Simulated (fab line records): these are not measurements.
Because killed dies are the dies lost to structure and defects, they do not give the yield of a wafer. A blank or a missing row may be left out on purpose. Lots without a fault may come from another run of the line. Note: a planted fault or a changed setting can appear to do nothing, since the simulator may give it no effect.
fab line records -- flow gf180mcu
record lots=14, wafers=42, last-day=34
route steps=602 shown V3@434
lots with no fault: from the same line, run without faults
start-h: the number of hours between the record's first day and the start of the first shown wafer of the lot -- wait-h: hours from the lot's prior step to this one -- " repeats the value in the row above -- L1.1+2: several wafers, shown together as one row -- - either no value or no given start -- * or withheld: withheld -- < > ~ a bound
route shown NAME@n: names a module that has steps shown in the file, with the first one's number in the route -- usual: mean and standard deviation over wafers with no fault -- same: alike in all rows -- chamber/n: place in a boat -- sites: per-site readings -- _std_site: their standard deviation -- _edge_site: outer sites' mean less inner sites' -- radius-mm: for every site, how far away it sits from the centre of the wafer -- mask NAME#n: copy n -- behind: the most recent tool/chamber to have shaped the wafer -- hold: why the lot was held/for how many hours/how that ended -- device: whichever transistor did not switch (one of n, p or np) -- end of line: tests of these same wafers at the route's end -- for a step that has no rows: nothing shown but its recipe -- killed: dies lost to structure and defects at the first sort, not the wafer's yield -- map: a wafer's dies, marking killed ones x, the rest . and places with no die _
set.NAME: the run value of the setting; set.NAME@STEP: its run value at that earlier step -- model.NAME: the simulator's own value behind a step, which no gauge read
steps of the route over a sample of lots; a table a step, a row a wafer
services: a tool's chamber out of use, with start hour (start-h, from the record's first day; less than 0 if before it), hours out, and reason
## steps
# step GF_V3_BOW_MEAS_05
# recipe mode=bow
# usual V3_BOW=116/8.9
lot.wafer,tool,chamber,start-h,wait-h,V3_BOW[um]
L138.3,film-metro-04,-,510.40,0.1,124
L138.5,film-metro-04,-,510.40,0.1,121
L138.6,film-metro-04,-,510.40,0.1,118
L139.1,film-metro-02,-,523.06,0.2,117
L139.2,film-metro-02,-,523.06,0.2,116
L139.4,film-metro-02,-,523.06,0.2,125
L143.1,film-metro-01,-,561.85,0.1,120
L143.2,film-metro-01,-,561.85,0.1,118
L143.5,film-metro-01,-,561.85,0.1,132
L144.2,film-metro-02,-,563.23,0.1,100
L144.3,film-metro-02,-,563.23,0.1,113
L144.4,film-metro-02,-,563.23,0.1,108
L145.1,film-metro-01,-,567.44,0.1,104
L145.4,film-metro-01,-,567.44,0.1,105
L145.5,film-metro-01,-,567.44,0.1,108
L148.1,film-metro-04,-,594.44,0.1,107
L148.4,film-metro-04,-,594.44,0.1,114
L148.5,film-metro-04,-,594.44,0.1,99
L149.3,film-metro-04,-,601.41,0.2,119
L149.4,film-metro-04,-,601.41,0.2,124
L149.5,film-metro-04,-,601.41,0.2,128
L150.1,film-metro-02,-,605.22,0.1,118
L150.3,film-metro-02,-,605.22,0.1,106
L150.6,film-metro-02,-,605.22,0.1,107
L151.1,film-metro-04,-,616.51,0.1,116
L151.3,film-metro-04,-,616.51,0.1,113
L151.5,film-metro-04,-,616.51,0.1,108
L153.1,film-metro-02,-,630.55,0.1,122
L153.2,film-metro-02,-,630.55,0.1,111
L153.6,film-metro-02,-,630.55,0.1,124
L154.1,film-metro-04,-,639.41,0.2,123
L154.2,film-metro-04,-,639.41,0.2,129
L154.6,film-metro-04,-,639.41,0.2,120
L155.1,film-metro-04,-,643.32,0.1,121
L155.3,film-metro-04,-,643.32,0.1,105
L155.5,film-metro-04,-,643.32,0.1,124
L158.1,film-metro-01,-,663.86,0.1,110
L158.4,film-metro-01,-,663.86,0.1,112
L158.5,film-metro-01,-,663.86,0.1,100
L159.2,film-metro-02,-,666.43,0.3,120
L159.3,film-metro-02,-,666.43,0.3,105
L159.4,film-metro-02,-,666.43,0.3,120
# step GF_V3_PEB_12
# recipe peb-temp-c=135, peb-time-s=90, resist=KrF
# usual chill-plate-temp-C=23.00/0.1, exhaust-pa=45.0/0.75
lot.wafer,tool,chamber,start-h,wait-h,chill-plate-temp-C,exhaust-pa
L138.3,litho-track-01,0,533.14,-,23.11,44.5
L138.5,litho-track-01,0,533.14,-,22.91,43.1
L138.6,litho-track-01,0,533.14,-,23.04,44.8
L139.1,litho-track-02,0,545.86,-,22.84,45.6
L139.2,litho-track-02,0,545.86,-,22.97,44.8
L139.4,litho-track-02,0,545.86,-,23.01,44.9
L143.1,litho-track-02,-,582.21,-,-,-
L143.2,litho-track-02,-,582.21,-,-,-
L143.5,litho-track-02,-,582.21,-,-,-
L144.2,litho-track-01,-,584.61,-,-,-
L144.3,litho-track-01,-,584.61,-,-,-
L144.4,litho-track-01,-,584.61,-,-,-
L145.1,litho-track-02,0,588.11,-,22.97,44.4
L145.4,litho-track-02,0,588.11,-,22.93,45.2
L145.5,litho-track-02,0,588.11,-,22.98,44.5
L148.1,litho-track-04,0,614.94,-,23.19,44.3
L148.4,litho-track-04,0,614.94,-,23.17,45.4
L148.5,litho-track-04,0,614.94,-,22.96,44.9
L149.3,litho-track-02,0,622.63,-,22.99,44.9
L149.4,litho-track-02,0,622.63,-,22.89,44.8
L149.5,litho-track-02,0,622.63,-,22.90,44.3
L150.1,litho-track-01,0,624.18,-,22.98,44.1
L150.3,litho-track-01,0,624.18,-,22.93,44.7
L150.6,litho-track-01,0,624.18,-,22.84,44.2
L151.1,litho-track-01,0,635.93,-,22.97,44.9
L151.3,litho-track-01,0,635.93,-,23.01,45.6
L151.5,litho-track-01,0,635.93,-,23.03,43.5
L153.1,litho-track-02,0,650.41,-,22.98,43.8
L153.2,litho-track-02,0,650.41,-,22.97,44.9
L153.6,litho-track-02,0,650.41,-,23.08,44.2
L154.1,litho-track-01,0,658.52,-,23.07,44.3
L154.2,litho-track-01,0,658.52,-,23.09,45.1
L154.6,litho-track-01,0,658.52,-,23.00,45.4
L155.1,litho-track-02,0,662.76,-,23.18,45.2
L155.3,litho-track-02,0,662.76,-,22.96,45.5
L155.5,litho-track-02,0,662.76,-,23.11,44.5
L158.1,litho-track-01,0,681.87,-,22.89,44.7
L158.4,litho-track-01,0,681.87,-,23.01,45.4
L158.5,litho-track-01,0,681.87,-,22.98,44.2
L159.2,litho-track-02,0,684.39,-,23.01,46.1
L159.3,litho-track-02,0,684.39,-,22.85,46.2
L159.4,litho-track-02,0,684.39,-,23.13,45.3
# step GF_V3_ETCH_17
# recipe chemistry=C4F8/O2/Ar, mask-material=KrF, target=SiO2, stop-on=TiN, source-w=1500, bias-w=1200, pressure-mtorr=40, c4f8-flow-sccm=withheld, O2_flow_sccm=6, Ar_flow_sccm=300, time-s=withheld, target-depth-a=6350
# usual oes-product-au=0.855/0.0045, rf-fwd-power-W=1492/5.2
lot.wafer,tool,chamber,start-h,wait-h,oes-product-au,rf-fwd-power-W
L138.3,rie-diel-03,3,-,-,0.858,1496
L138.5,rie-diel-03,0,-,-,0.855,1485
L138.6,rie-diel-03,3,-,-,0.861,1499
L139.1,rie-diel-02,0,-,-,0.853,1495
L139.2,rie-diel-02,1,-,-,0.849,1491
L139.4,rie-diel-02,1,-,-,0.856,1495
L143.1,rie-diel-02,2,-,-,0.848,1486
L143.2,rie-diel-02,3,-,-,0.848,1497
L143.5,rie-diel-02,1,-,-,0.850,1492
L144.2,rie-diel-04,2,-,-,0.859,1492
L144.3,rie-diel-04,1,-,-,0.855,1489
L144.4,rie-diel-04,3,-,-,0.858,1500
L145.1,rie-diel-02,2,-,-,0.856,1491
L145.4,rie-diel-02,0,-,-,0.848,1494
L145.5,rie-diel-02,1,-,-,0.854,1496
L148.1,rie-diel-03,2,-,-,0.865,1498
L148.4,rie-diel-03,0,-,-,0.855,1494
L148.5,rie-diel-03,1,-,-,0.858,1491
L149.3,rie-diel-04,1,-,-,0.864,1498
L149.4,rie-diel-04,3,-,-,0.858,1490
L149.5,rie-diel-04,1,-,-,0.857,1497
L150.1,rie-diel-04,1,-,-,0.858,1499
L150.3,rie-diel-04,0,-,-,0.852,1497
L150.6,rie-diel-04,1,-,-,0.850,1492
L151.1,rie-diel-04,1,-,-,0.856,1493
L151.3,rie-diel-04,0,-,-,0.858,1496
L151.5,rie-diel-04,1,-,-,0.843,1490
L153.1,rie-diel-03,1,-,-,0.860,1488
L153.2,rie-diel-03,3,-,-,0.850,1491
L153.6,rie-diel-03,0,-,-,0.857,1491
L154.1,rie-diel-04,1,-,-,0.861,1482
L154.2,rie-diel-04,0,-,-,0.856,1489
L154.6,rie-diel-04,3,-,-,0.857,1488
L155.1,rie-diel-03,3,-,-,0.860,1487
L155.3,rie-diel-03,0,-,-,0.857,1485
L155.5,rie-diel-03,1,-,-,0.849,1496
L158.1,rie-diel-04,2,-,-,0.853,1492
L158.4,rie-diel-04,3,-,-,0.855,1490
L158.5,rie-diel-04,0,-,-,0.855,1490
L159.2,rie-diel-02,3,-,-,0.854,1494
L159.3,rie-diel-02,0,-,-,0.847,1496
L159.4,rie-diel-02,1,-,-,0.856,1488
# step GF_V3_SPUTTER_22
# recipe material=TiN, target-thk-nm=10, chamber-pressure-pa=5, power-w=4000, time-s=40
# usual throttle-valve-pct=29.4/0.67
lot.wafer,tool,chamber,start-h,wait-h,throttle-valve-pct
L138.3,pvd-sputter-02,-,534.34,0.0,28.8
L138.5,pvd-sputter-02,-,534.34,0.0,30.6
L138.6,pvd-sputter-02,-,534.34,0.0,28.3
L139.1,pvd-sputter-02,-,547.09,0.0,30.5
L139.2,pvd-sputter-02,-,547.09,0.0,29.2
L139.4,pvd-sputter-02,-,547.09,0.0,30.0
L143.1,pvd-sputter-04,-,583.50,0.0,29.7
L143.2,pvd-sputter-04,-,583.50,0.0,29.8
L143.5,pvd-sputter-04,-,583.50,0.0,29.1
L144.2,pvd-sputter-04,-,585.81,0.0,29.8
L144.3,pvd-sputter-04,-,585.81,0.0,30.0
L144.4,pvd-sputter-04,-,585.81,0.0,28.8
L145.1,pvd-sputter-04,-,589.34,0.0,29.9
L145.4,pvd-sputter-04,-,589.34,0.0,29.9
L145.5,pvd-sputter-04,-,589.34,0.0,30.1
L148.1,pvd-sputter-02,-,616.32,0.0,29.3
L148.4,pvd-sputter-02,-,616.32,0.0,30.6
L148.5,pvd-sputter-02,-,616.32,0.0,28.6
L149.3,pvd-sputter-02,-,623.82,0.0,29.2
L149.4,pvd-sputter-02,-,623.82,0.0,28.8
L149.5,pvd-sputter-02,-,623.82,0.0,29.5
L150.1,pvd-sputter-02,-,625.43,0.0,28.9
L150.3,pvd-sputter-02,-,625.43,0.0,29.7
L150.6,pvd-sputter-02,-,625.43,0.0,30.5
L151.1,pvd-sputter-02,-,637.16,0.0,29.2
L151.3,pvd-sputter-02,-,637.16,0.0,29.8
L151.5,pvd-sputter-02,-,637.16,0.0,28.5
L153.1,pvd-sputter-04,-,651.65,0.0,30.0
L153.2,pvd-sputter-04,-,651.65,0.0,28.8
L153.6,pvd-sputter-04,-,651.65,0.0,29.3
L154.1,pvd-sputter-04,-,659.79,0.0,29.9
L154.2,pvd-sputter-04,-,659.79,0.0,28.6
L154.6,pvd-sputter-04,-,659.79,0.0,29.7
L155.1,pvd-sputter-03,-,664.02,0.0,28.8
L155.3,pvd-sputter-03,-,664.02,0.0,29.6
L155.5,pvd-sputter-03,-,664.02,0.0,28.9
L158.1,pvd-sputter-04,-,683.14,0.0,29.3
L158.4,pvd-sputter-04,-,683.14,0.0,29.9
L158.5,pvd-sputter-04,-,683.14,0.0,30.1
L159.2,pvd-sputter-04,-,685.93,0.0,29.1
L159.3,pvd-sputter-04,-,685.93,0.0,29.9
L159.4,pvd-sputter-04,-,685.93,0.0,29.8
## services
tool,chamber,start-h,hours,kind
rie-diel-04,1,522.99,-,clean
rie-diel-04,1,522.99,18.4,scheduled-down
rie-diel-04,1,522.99,18.4,vent-cycle
litho-track-01,-,526.67,-,consumable-replace:filter
pvd-sputter-03,-,535.00,60.1,repair
pvd-sputter-04,-,542.78,23.0,repair
rie-diel-04,-,550.21,0.5,repair
rie-diel-02,2,561.04,13.7,repair
pvd-sputter-03,-,566.19,1.2,repair
rie-diel-04,0,576.01,2.8,repair
rie-diel-04,2,577.11,6.9,repair
pvd-sputter-02,-,580.18,5.9,repair
rie-diel-02,3,588.79,3.1,repair
rie-diel-04,-,589.63,0.7,repair
pvd-sputter-03,-,597.70,2.3,repair
pvd-sputter-04,-,610.78,15.8,repair
rie-diel-03,3,621.86,11.0,repair
pvd-sputter-04,-,635.39,3.9,repair
litho-track-01,-,645.20,-,consumable-replace:filter
rie-diel-04,0,648.65,3.3,repair
rie-diel-04,-,648.81,0.5,repair
rie-diel-03,2,663.13,5.0,repair
rie-diel-03,3,667.52,2.0,repair
pvd-sputter-04,-,671.37,1.3,repair
## key
first-sign step=GF_V3_PEB_12, reading=tool-record, direction=missing
effect none on later readings
met-at GF_V3_PEB_12
struck-lots L143,L144
later-rows-left-out L143.1,L143.2,L143.5,L144.2,L144.3,L144.4
sort-left-out L143.1,L143.2,L143.5,L144.2,L144.3,L144.4
not-acting-at GF_V3_BOW_MEAS_05,GF_V3_ETCH_17,GF_V3_SPUTTER_22
onset-between 545.86 582.21
fault kind=skipped-step-whole, tool=litho-track-01,litho-track-02, chamber=-, onset-h=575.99, steps=GF_V3_PEB_12, scope=struck-lots-only
# sort-left-out: the simulated sort isn't trusted on such a fault, so these wafers' sort isn't shown, and their yield isn't known
# later-rows-left-out: the simulator's readings of these wafers behind a module that went badly wrong aren't trusted and aren't shown, but for the sort
